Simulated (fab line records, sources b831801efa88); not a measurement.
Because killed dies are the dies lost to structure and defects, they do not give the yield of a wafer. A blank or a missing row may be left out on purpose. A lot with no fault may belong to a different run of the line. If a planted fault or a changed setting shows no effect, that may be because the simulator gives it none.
Which tool is to blame? + flow sky130 + 36 wafers from 12 lots sampled at 6 of the route's 708 steps

## WHAT THE GAUGES READ, wafer by wafer
No reading from a measuring or inspecting step in the record can be judged against a usual standard deviation.

## TOOL THAT RAN EACH LOT (tool first, then ch and the chambers of the sampled wafers, then the start)
| lot  | SKY_METAL3_SPUTTER_03       | SKY_VIA3_CMP_02               | SKY_VIA3_ETCH_15                  | SKY_VIA3_SPUTTER_20         | SKY_METAL4_SPUTTER_01       | SKY_PAD_OPEN_PROBE_99   |
|------|-----------------------------|-------------------------------|-----------------------------------|-----------------------------|-----------------------------|-------------------------|
| L719 | pvdSputter-02, day 35 23:43 | cmp-01 ch 0,3, day 38 06:28   | rieDiel-04 ch 0,1,3, day 39 07:22 | pvdSputter-04, day 39 08:02 | pvdSputter-01, day 39 08:43 | prober-01, day 45 12:18 |
| L721 | pvdSputter-04, day 36 21:31 | cmp-02 ch 0,1,3, day 39 03:22 | rieDiel-04 ch 0,1,3, day 40 04:04 | pvdSputter-03, day 40 04:49 | pvdSputter-01, day 40 05:30 | prober-01, day 46 05:30 |
| L724 | pvdSputter-04, day 38 19:05 | cmp-01 ch 2,3, day 40 22:02   | rieDiel-01 ch 1,3, day 41 22:37   | pvdSputter-03, day 41 23:41 | pvdSputter-03, day 42 00:22 | prober-02, day 47 18:30 |
| L727 | pvdSputter-02, day 39 05:18 | cmp-01 ch 1,2, day 41 08:29   | rieDiel-04 ch 0,2,3, day 42 09:01 | pvdSputter-04, day 42 09:40 | pvdSputter-02, day 42 10:28 | prober-01, day 48 02:27 |
| L729 | pvdSputter-04, day 40 01:52 | cmp-01 ch 1,2,3, day 42 03:28 | rieDiel-03 ch 0,1, day 43 03:07   | pvdSputter-04, day 43 03:46 | pvdSputter-02, day 43 04:27 | prober-02, day 48 17:18 |
| L728 | pvdSputter-03, day 40 03:22 | cmp-02 ch 0,1, day 42 06:42   | rieDiel-01 ch 0,1,3, day 43 06:28 | pvdSputter-01, day 43 07:07 | pvdSputter-02, day 43 07:50 | prober-01, day 48 19:31 |
| L730 | pvdSputter-02, day 40 11:41 | cmp-01 ch 0,1,2, day 42 13:41 | rieDiel-04 ch 0,1,2, day 43 13:01 | pvdSputter-04, day 43 13:43 | pvdSputter-02, day 43 14:24 | prober-02, day 49 02:15 |
| L733 | pvdSputter-03, day 40 14:28 | cmp-01 ch 0,2,3, day 42 16:16 | rieDiel-04 ch 0,1, day 43 15:07   | pvdSputter-04, day 43 15:46 | pvdSputter-03, day 43 16:29 | prober-01, day 49 04:06 |
| L734 | pvdSputter-04, day 41 02:37 | cmp-02 ch 0,1,2, day 43 03:55 | rieDiel-03 ch 0,1,3, day 44 02:34 | pvdSputter-04, day 44 03:15 | pvdSputter-01, day 44 04:07 | prober-02, day 49 11:33 |
| L735 | pvdSputter-04, day 41 05:41 | cmp-02 ch 1,2, day 43 06:31   | rieDiel-03 ch 1,2, day 44 05:48   | pvdSputter-04, day 44 06:29 | pvdSputter-01, day 44 07:10 | -                       |
| L741 | pvdSputter-04, day 43 00:58 | cmp-02 ch 0,1,3, day 45 00:02 | rieDiel-04 ch 1,2,3, day 45 20:26 | pvdSputter-04, day 45 21:05 | pvdSputter-03, day 45 21:46 | -                       |
| L742 | pvdSputter-02, day 43 03:18 | cmp-02 ch 0,1,3, day 45 02:38 | rieDiel-04 ch 0,2,3, day 45 23:35 | pvdSputter-03, day 46 00:34 | pvdSputter-02, day 46 01:16 | -                       |
- SKY_METAL3_SPUTTER_03: material Ti, target thk 5 nm, time 3.3 s.
- SKY_VIA3_CMP_02: polishes SiO2.
- SKY_VIA3_ETCH_15: etches SiO2 in C4F8/O2/Ar, stops on TiN, target depth 507 nm, time 78 s.
- SKY_VIA3_SPUTTER_20: material TiN, target thk 20 nm, time 80 s.
- SKY_METAL4_SPUTTER_01: material TiN, target thk 20 nm, time 16.7 s.
- SKY_PAD_OPEN_PROBE_99

## AS READ BY THE TOOLS THEMSELVES (means over the sampled wafers that have a number; for cases with no such wafer, the mark the record gives instead)
SKY_METAL3_SPUTTER_03. Usual: throttleValvePct 30.1 %, standard deviation 1.2.
| lot  | tool          | throttleValvePct (%) | flag |
|------|---------------|----------------------|------|
| L719 | pvdSputter-02 | 29.8                 |      |
| L721 | pvdSputter-04 | 30.6                 |      |
| L724 | pvdSputter-04 | 29.5                 |      |
| L727 | pvdSputter-02 | 30.0                 |      |
| L729 | pvdSputter-04 | 31.4                 |      |
| L728 | pvdSputter-03 | 30.0                 |      |
| L730 | pvdSputter-02 | 30.2                 |      |
| L733 | pvdSputter-03 | 30.7                 |      |
| L734 | pvdSputter-04 | 30.4                 |      |
| L735 | pvdSputter-04 | 29.7                 |      |
| L741 | pvdSputter-04 | 29.4                 |      |
| L742 | pvdSputter-02 | 30.7                 |      |

SKY_VIA3_CMP_02. Usual: motorCurrentA 12.4 A, standard deviation 1.2; slurryFlowMlMin 150.0, standard deviation 0.44.
| lot  | tool   | motorCurrentA (A) | slurryFlowMlMin | flag |
|------|--------|-------------------|-----------------|------|
| L719 | cmp-01 | 12.8              | 150.0           |      |
| L721 | cmp-02 | 11.3              | 150.0           |      |
| L724 | cmp-01 | 13.2              | 150.4           |      |
| L727 | cmp-01 | 13.5              | 150.1           |      |
| L729 | cmp-01 | 13.3              | 150.2           |      |
| L728 | cmp-02 | 10.8              | 150.5           |      |
| L730 | cmp-01 | 12.8              | 149.5           |      |
| L733 | cmp-01 | 13.5              | 150.3           |      |
| L734 | cmp-02 | 11.2              | 149.6           |      |
| L735 | cmp-02 | 11.9              | 149.8           |      |
| L741 | cmp-02 | 11.7              | 150.0           |      |
| L742 | cmp-02 | 11.7              | 149.7           |      |

SKY_VIA3_ETCH_15. Usual: oesProductAu 0.947 a.u., standard deviation 0.0056.
| lot  | tool       | oesProductAu (a.u.) | flag |
|------|------------|---------------------|------|
| L719 | rieDiel-04 | 0.940               |      |
| L721 | rieDiel-04 | 0.944               |      |
| L724 | rieDiel-01 | 0.944               |      |
| L727 | rieDiel-04 | 0.948               |      |
| L729 | rieDiel-03 | 0.949               |      |
| L728 | rieDiel-01 | 0.942               |      |
| L730 | rieDiel-04 | 0.990               | OFF  |
| L733 | rieDiel-04 | 0.999               | OFF  |
| L734 | rieDiel-03 | 0.947               |      |
| L735 | rieDiel-03 | 0.946               |      |
| L741 | rieDiel-04 | 0.951               |      |
| L742 | rieDiel-04 | 0.946               |      |

SKY_VIA3_SPUTTER_20. Usual: throttleValvePct 30.0 %, standard deviation 1.3.
| lot  | tool          | throttleValvePct (%) | flag |
|------|---------------|----------------------|------|
| L719 | pvdSputter-04 | 29.4                 |      |
| L721 | pvdSputter-03 | 29.9                 |      |
| L724 | pvdSputter-03 | 29.9                 |      |
| L727 | pvdSputter-04 | 29.5                 |      |
| L729 | pvdSputter-04 | 29.4                 |      |
| L728 | pvdSputter-01 | 30.5                 |      |
| L730 | pvdSputter-04 | 29.5                 |      |
| L733 | pvdSputter-04 | 29.3                 |      |
| L734 | pvdSputter-04 | 30.5                 |      |
| L735 | pvdSputter-04 | 29.7                 |      |
| L741 | pvdSputter-04 | 29.5                 |      |
| L742 | pvdSputter-03 | 30.1                 |      |

SKY_METAL4_SPUTTER_01. Usual: throttleValvePct 30.0 %, standard deviation 1.1.
| lot  | tool          | throttleValvePct (%) | flag |
|------|---------------|----------------------|------|
| L719 | pvdSputter-01 | 28.8                 |      |
| L721 | pvdSputter-01 | 29.4                 |      |
| L724 | pvdSputter-03 | 29.2                 |      |
| L727 | pvdSputter-02 | 30.5                 |      |
| L729 | pvdSputter-02 | 30.4                 |      |
| L728 | pvdSputter-02 | 29.9                 |      |
| L730 | pvdSputter-02 | 30.5                 |      |
| L733 | pvdSputter-03 | 30.1                 |      |
| L734 | pvdSputter-01 | 29.7                 |      |
| L735 | pvdSputter-01 | 29.4                 |      |
| L741 | pvdSputter-03 | 31.0                 |      |
| L742 | pvdSputter-02 | 30.9                 |      |

SKY_PAD_OPEN_PROBE_99. Usual: defectLimitedYield 82.3 %, standard deviation 2; killed_at_M0_to_M3 44, standard deviation 7.5; killed_at_M4_up 2.9, standard deviation 1.8; killedAtContacts 24, standard deviation 5.1; killedAtFrontEnd 16, standard deviation 4.7; killedAtOther 0.3, standard deviation 0.46; killedDies 87, standard deviation 9.9; killedOpen 47, standard deviation 8; killedShort 39, standard deviation 6.3.
| lot  | tool      | defectLimitedYield (%) | killed_at_M0_to_M3 | killed_at_M4_up | killedAtContacts | killedAtFrontEnd | killedAtOther | killedDies | killedOpen | killedShort | flag |
|------|-----------|------------------------|--------------------|-----------------|------------------|------------------|---------------|------------|------------|-------------|------|
| L719 | prober-01 | 84.2                   | 37                 | 2.7             | 23               | 16               | 0.0           | 78         | 45         | 33          |      |
| L721 | prober-01 | 81.0                   | 45                 | 1.3             | 28               | 19               | 0.3           | 94         | 50         | 43          |      |
| L724 | prober-02 | 81.0                   | 48                 | 5.7             | 25               | 15               | 0.0           | 93         | 48         | 45          |      |
| L727 | prober-01 | 81.6                   | 40                 | 2.0             | 30               | 18               | 0.3           | 90         | 54         | 35          |      |
| L729 | prober-02 | 81.5                   | 41                 | 1.7             | 24               | 24               | 0.3           | 91         | 54         | 35          |      |
| L728 | prober-01 | 83.6                   | 41                 | 2.7             | 21               | 16               | 0.0           | 81         | 45         | 36          |      |
| L730 | prober-02 | 83.1                   | 40                 | 1.7             | 23               | 18               | 0.3           | 83         | 50         | 33          |      |
| L733 | prober-01 | 82.9                   | 44                 | 3.0             | 19               | 18               | 0.3           | 84         | 46         | 38          |      |
| L734 | prober-02 | 81.9                   | 46                 | 5.7             | 25               | 12               | 0.3           | 89         | 52         | 35          |      |

## THE ANSWER, worked out from the rows above alone
Rule: take the mean of a lot's wafers that have a number; if it is more than 3 standard deviations from the usual mean, the lot is off. A lot without any number at a reading at which 4 lots or more have one is off too. The other lots that the step has rows for count as sound. Order of review: gauges by route order, followed by the tools' own readings, for which a lot's mean as printed above is used. The first step at which some lot is off is used, and at that step the reading that is off furthest; a lot without a number counts as furthest.
Off: L730, L733 (SKY_VIA3_ETCH_15, oesProductAu).
If a tool, at that step or one of the process steps before it, ran each lot that is off and ran no sound lot following the first of them, it fits. One candidate fits, namely cmp-01 at SKY_VIA3_CMP_02. Its last sound lot is L729 (day 42 03:28), its first lot that is off L730 (day 42 13:41): a fault that began between those two fits.

## WHAT THE SIMULATOR PUT IN
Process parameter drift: cmp-01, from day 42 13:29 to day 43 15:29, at SKY_VIA3_CMP_02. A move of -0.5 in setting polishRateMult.
Lots struck among those shown: L730, L733. The same result came from the rule above.
